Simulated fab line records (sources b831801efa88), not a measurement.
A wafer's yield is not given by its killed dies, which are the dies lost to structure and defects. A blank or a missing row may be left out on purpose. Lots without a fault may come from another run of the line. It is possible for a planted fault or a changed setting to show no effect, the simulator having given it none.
Chamber matching + flow sky130 + SKY_LI_CONTACT_CMP_24 on cmp-02: 4 sister chambers
The step polishes, stops on PSG, t overpolish 20 s, target thk 0 nm. 8 wafers are shown with their chamber, then 8 later ones without.

== WAFERS WITH THEIR CHAMBER ==
| wafer  | chamber | motorCurrentA (A) |
|--------|---------|-------------------|
| L457.3 | 1       | 11.3              |
| L457.5 | 2       | 9.2               |
| L461.2 | 3       | 9.8               |
| L461.5 | 1       | 11.5              |
| L466.2 | 0       | 11.3              |
| L466.3 | 2       | 8.9               |
| L466.6 | 3       | 9.9               |
| L471.2 | 0       | 11.2              |

== WAFERS WITHOUT THEIR CHAMBER ==
| wafer  | motorCurrentA (A) |
|--------|-------------------|
| L471.4 | 11.0              |
| L471.5 | 11.3              |
| L474.3 | 9.9               |
| L474.4 | 11.2              |
| L474.5 | 8.6               |
| L475.3 | 11.4              |
| L475.5 | 10.1              |
| L475.6 | 11.2              |

== EACH ONE'S CHAMBER ==
| wafer  | from the rows above     | in truth |
|--------|-------------------------|----------|
| L471.4 | can't be placed: 0 or 1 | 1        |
| L471.5 | can't be placed: 0 or 1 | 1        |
| L474.3 | 3                       | 3        |
| L474.4 | can't be placed: 0 or 1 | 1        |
| L474.5 | 2                       | 2        |
| L475.3 | can't be placed: 1 or 0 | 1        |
| L475.5 | 3                       | 3        |
| L475.6 | can't be placed: 0 or 1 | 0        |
3 of 8 placed correctly. Can't be placed from these rows: 5 (the true chamber is among the candidates in 5). Number placed wrongly: 0.
How it was worked out, from the rows above alone: a wafer's distance from a chamber is the root of the sum, over the readings, of the square of ((its reading less the chamber's mean) divided by the reading's scatter). The wafer belongs to the nearest chamber; if the next one is less than 2 further off, it can't be placed. The mean given for a chamber averages the wafers shown for that chamber. The scatter: take each reading less its chamber's mean, square it, sum over the shown wafers, divide by the number of wafers less the number of chambers, and take the root.
